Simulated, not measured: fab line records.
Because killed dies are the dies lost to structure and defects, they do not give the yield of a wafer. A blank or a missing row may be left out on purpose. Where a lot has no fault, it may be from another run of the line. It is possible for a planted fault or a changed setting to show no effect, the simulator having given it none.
The tool behind it: which one? :: flow sky130 :: Sampling: 14 lots, 42 wafers, 3 of 708 route steps

WHAT EACH GAUGE READ, for each wafer
SKY_FIELD_ISO_BOW_MEAS_00. Usual: INCOMING_BOW 0 um, standard deviation 5.8.
lot: L693
measured: day 1 10:02
on: film-metro-02
INCOMING_BOW (um): -16 4 -13
flag: 

lot: L694
measured: day 1 15:00
on: film-metro-02
INCOMING_BOW (um): -1 3 1
flag: 

lot: L698
measured: day 2 11:00
on: film-metro-04
INCOMING_BOW (um): 2 -7 -1
flag: 

lot: L699
measured: day 2 16:00
on: film-metro-01
INCOMING_BOW (um): -3 -3 1
flag: 

lot: L700
measured: day 2 21:00
on: film-metro-04
INCOMING_BOW (um): -11 5 5
flag: 

lot: L702
measured: day 3 07:01
on: film-metro-04
INCOMING_BOW (um): 3 -3 -9
flag: 

lot: L703
measured: day 3 12:01
on: film-metro-04
INCOMING_BOW (um): -13 0 -3
flag: 

lot: L709
measured: day 4 18:00
on: film-metro-01
INCOMING_BOW (um): 5 1 1
flag: 

lot: L711
measured: day 5 04:00
on: film-metro-01
INCOMING_BOW (um): -4 7 3
flag: 

lot: L712
measured: day 5 09:00
on: film-metro-01
INCOMING_BOW (um): 2 -7 7
flag: 

lot: L713
measured: day 5 14:04
on: film-metro-04
INCOMING_BOW (um): -11 1 1
flag: 

lot: L714
measured: day 5 19:00
on: film-metro-02
INCOMING_BOW (um): 5 -3 7
flag: 

lot: L715
measured: day 6 00:00
on: film-metro-04
INCOMING_BOW (um): 1 -7 -13
flag: 

lot: L716
measured: day 6 05:01
on: film-metro-01
INCOMING_BOW (um): 9 4 -2
flag: 

SKY_VT_ADJUST_NCORE_CD_MEAS_07: the cd target is 380 nm. Usual: 381.8 nm for cd-nm, sd 2.4.
lot: L693
measured: day 9 11:11
on: cd-sem-02
cd-nm (nm): 383.7 382.8 382.9
flag: 

lot: L694
measured: day 9 10:15
on: cd-sem-01
cd-nm (nm): 380.1 382.3 378.9
flag: 

lot: L698
measured: day 10 06:58
on: cd-sem-02
cd-nm (nm): 380.1 382.3 380.0
flag: 

lot: L699
measured: day 10 05:40
on: cd-sem-02
cd-nm (nm): 378.6 379.4 380.0
flag: 

lot: L700
measured: day 10 16:31
on: cd-sem-01
cd-nm (nm): 380.3 382.0 379.5
flag: 

lot: L702
measured: day 11 11:44
on: cd-sem-02
cd-nm (nm): 384.4 388.1 386.8
flag: 

lot: L703
measured: day 11 11:20
on: cd-sem-01
cd-nm (nm): 382.0 383.9 382.9
flag: 

lot: L709
measured: day 13 14:22
on: cd-sem-01
cd-nm (nm): 385.5 386.7 389.3
flag: 

lot: L711
measured: day 13 20:04
on: cd-sem-02
cd-nm (nm): 380.7 379.7 381.6
flag: 

lot: L712
measured: day 14 01:42
on: cd-sem-01
cd-nm (nm): 379.2 379.7 380.4
flag: 

lot: L713
measured: day 14 12:13
on: cd-sem-02
cd-nm (nm): 384.7 383.0 385.5
flag: 

lot: L714
measured: day 14 18:13
on: cd-sem-02
cd-nm (nm): 381.9 382.2 379.7
flag: 

lot: L715
measured: day 15 04:43
on: cd-sem-01
cd-nm (nm): 381.6 383.8 383.8
flag: 

lot: L716
measured: day 15 13:29
on: cd-sem-01
cd-nm (nm): 380.4 378.8 380.8
flag: 

EACH LOT AND THE TOOL THAT RAN IT (in order: tool; ch and the chambers of the sampled wafers; start)
lot: L693
SKY_VT_ADJUST_HVTP_STRIP_10: plasma-asher-02 ch 0,1, day 6 20:52

lot: L694
SKY_VT_ADJUST_HVTP_STRIP_10: plasma-asher-04 ch 0,1, day 6 19:53

lot: L698
SKY_VT_ADJUST_HVTP_STRIP_10: plasma-asher-02 ch 0,1, day 7 14:58

lot: L699
SKY_VT_ADJUST_HVTP_STRIP_10: plasma-asher-02 ch 0,1, day 7 14:07

lot: L700
SKY_VT_ADJUST_HVTP_STRIP_10: plasma-asher-03 ch 0,1, day 7 23:46

lot: L702
SKY_VT_ADJUST_HVTP_STRIP_10: plasma-asher-03 ch 0,1, day 8 17:04

lot: L703
SKY_VT_ADJUST_HVTP_STRIP_10: plasma-asher-03 ch 0,1, day 8 16:10

lot: L709
SKY_VT_ADJUST_HVTP_STRIP_10: plasma-asher-04 ch 0,1, day 10 13:53

lot: L711
SKY_VT_ADJUST_HVTP_STRIP_10: plasma-asher-04 ch 0,1, day 10 19:52

lot: L712
SKY_VT_ADJUST_HVTP_STRIP_10: plasma-asher-04 ch 0,1, day 11 02:13

lot: L713
SKY_VT_ADJUST_HVTP_STRIP_10: plasma-asher-04 ch 0,1, day 11 11:50

lot: L714
SKY_VT_ADJUST_HVTP_STRIP_10: plasma-asher-04 ch 0, day 11 18:14

lot: L715
SKY_VT_ADJUST_HVTP_STRIP_10: plasma-asher-04 ch 0,1, day 12 03:28

lot: L716
SKY_VT_ADJUST_HVTP_STRIP_10: plasma-asher-03 ch 0,1, day 12 11:14
- SKY_VT_ADJUST_HVTP_STRIP_10: strips in O2/N2.

AS READ BY THE TOOLS THEMSELVES (means over the sampled wafers that have a number; for cases with no such wafer, the mark the record gives instead)
SKY_VT_ADJUST_HVTP_STRIP_10. Usual: drypump-motor-current-A 5.76 A, standard deviation 0.26; n2-flow-sccm 299.9 sccm, standard deviation 0.87; oes-product-au 0.716 a.u., standard deviation 0.0046; strip-time-to-endpoint-s 14.18 s, standard deviation 0.044.
lot: L693
tool: plasma-asher-02
drypump-motor-current-A (A): 5.68
n2-flow-sccm (sccm): 299.6
oes-product-au (a.u.): 0.712
strip-time-to-endpoint-s (s): 14.14
flag: 

lot: L694
tool: plasma-asher-04
drypump-motor-current-A (A): 5.78
n2-flow-sccm (sccm): 300.6
oes-product-au (a.u.): 0.718
strip-time-to-endpoint-s (s): 14.21
flag: 

lot: L698
tool: plasma-asher-02
drypump-motor-current-A (A): 5.72
n2-flow-sccm (sccm): 299.6
oes-product-au (a.u.): 0.714
strip-time-to-endpoint-s (s): 14.10
flag: 

lot: L699
tool: plasma-asher-02
drypump-motor-current-A (A): 5.68
n2-flow-sccm (sccm): 300.5
oes-product-au (a.u.): 0.721
strip-time-to-endpoint-s (s): 14.14
flag: 

lot: L700
tool: plasma-asher-03
drypump-motor-current-A (A): 5.50
n2-flow-sccm (sccm): 298.8
oes-product-au (a.u.): 0.716
strip-time-to-endpoint-s (s): 14.24
flag: 

lot: L702
tool: plasma-asher-03
drypump-motor-current-A (A): 5.56
n2-flow-sccm (sccm): 299.2
oes-product-au (a.u.): 0.721
strip-time-to-endpoint-s (s): 14.21
flag: 

lot: L703
tool: plasma-asher-03
drypump-motor-current-A (A): 5.48
n2-flow-sccm (sccm): 299.7
oes-product-au (a.u.): 0.718
strip-time-to-endpoint-s (s): 14.21
flag: 

lot: L709
tool: plasma-asher-04
drypump-motor-current-A (A): 5.79
n2-flow-sccm (sccm): 300.0
oes-product-au (a.u.): 0.713
strip-time-to-endpoint-s (s): 14.15
flag: 

lot: L711
tool: plasma-asher-04
drypump-motor-current-A (A): 5.98
n2-flow-sccm (sccm): 299.2
oes-product-au (a.u.): 0.715
strip-time-to-endpoint-s (s): 14.17
flag: 

lot: L712
tool: plasma-asher-04
drypump-motor-current-A (A): 6.00
n2-flow-sccm (sccm): 300.1
oes-product-au (a.u.): 0.715
strip-time-to-endpoint-s (s): 14.18
flag: 

lot: L713
tool: plasma-asher-04
drypump-motor-current-A (A): 5.76
n2-flow-sccm (sccm): 301.0
oes-product-au (a.u.): 0.716
strip-time-to-endpoint-s (s): 14.20
flag: 

lot: L714
tool: plasma-asher-04
drypump-motor-current-A (A): 5.59
n2-flow-sccm (sccm): 299.4
oes-product-au (a.u.): 0.717
strip-time-to-endpoint-s (s): 14.12
flag: 

lot: L715
tool: plasma-asher-04
drypump-motor-current-A (A): 6.01
n2-flow-sccm (sccm): 299.8
oes-product-au (a.u.): 0.719
strip-time-to-endpoint-s (s): 14.16
flag: 

lot: L716
tool: plasma-asher-03
drypump-motor-current-A (A): 5.49
n2-flow-sccm (sccm): 300.2
oes-product-au (a.u.): 0.718
strip-time-to-endpoint-s (s): 14.26
flag: 

THE ANSWER, worked out from the rows above alone
Rule: a lot counts as off when the mean over its wafers that have a number is more than 3 standard deviations away from the usual mean. A lot without any number at a reading at which 4 lots or more have one is off too. All remaining lots with rows at the step are treated as sound. Order of review: gauges by route order, followed by the tools' own readings, for which a lot's mean as printed above is used. The first step at which some lot is off is used, and at that step the reading that is off furthest; a lot without a number counts as furthest.
Across all readings shown, no lot is off: no conclusion can be drawn from this.

WHAT THE SIMULATOR PUT IN
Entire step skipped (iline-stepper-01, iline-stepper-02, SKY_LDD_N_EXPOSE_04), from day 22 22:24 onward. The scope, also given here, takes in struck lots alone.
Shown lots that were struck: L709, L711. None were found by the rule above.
